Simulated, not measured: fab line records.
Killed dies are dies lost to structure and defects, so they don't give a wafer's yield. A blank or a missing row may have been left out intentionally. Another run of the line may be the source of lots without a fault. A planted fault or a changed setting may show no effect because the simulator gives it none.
Chamber matching -- flow gf180mcu -- 4 sister chambers for GF_V2_CMP_26 on cmp-01
The step polishes, stops on SiO2, t overpolish 15 s, target thk 0 nm. 4 wafers are shown with their chamber, then 12 later ones without.

EACH WAFER AND ITS CHAMBER
wafer,chamber,motor_current_A (A)
L088.1,1,10.8
L090.6,3,9.9
L091.1,0,10.3
L091.6,2,9.5

WAFERS WITHOUT THEIR CHAMBER
wafer,motor_current_A (A)
L092.1,9.9
L092.2,9.9
L092.3,10.0
L093.2,9.4
L093.3,10.3
L093.6,10.7
L094.1,9.3
L094.3,10.1
L094.4,10.1
L097.4,9.9
L097.5,10.0
L097.6,10.8

CHAMBER TAKEN BY EACH
wafer,from the rows above,in truth
L092.1,3,3
L092.2,3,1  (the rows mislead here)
L092.3,can't be placed: 3 or 0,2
L093.2,2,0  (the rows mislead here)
L093.3,0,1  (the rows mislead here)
L093.6,1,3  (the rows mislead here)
L094.1,2,2
L094.3,can't be placed: 3 or 0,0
L094.4,can't be placed: 3 or 0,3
L097.4,3,3
L097.5,can't be placed: 3 or 0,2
L097.6,1,1
4 of 12 placed correctly. Can't be placed from these rows: 4 (the true chamber is among the candidates in 2). Number placed wrongly: 4.
How it was worked out, from the rows above alone: a wafer's distance from a chamber is the root of the sum, over the readings, of the square of ((its reading less the chamber's mean) divided by the reading's scatter). The wafer belongs to the nearest chamber; if the next one is less than 2 further off, it can't be placed. The mean given for a chamber averages the wafers shown for that chamber. The scatter: with one shown wafer a chamber, the root of the mean of the squares of how far each hidden wafer lies from its nearest shown one.
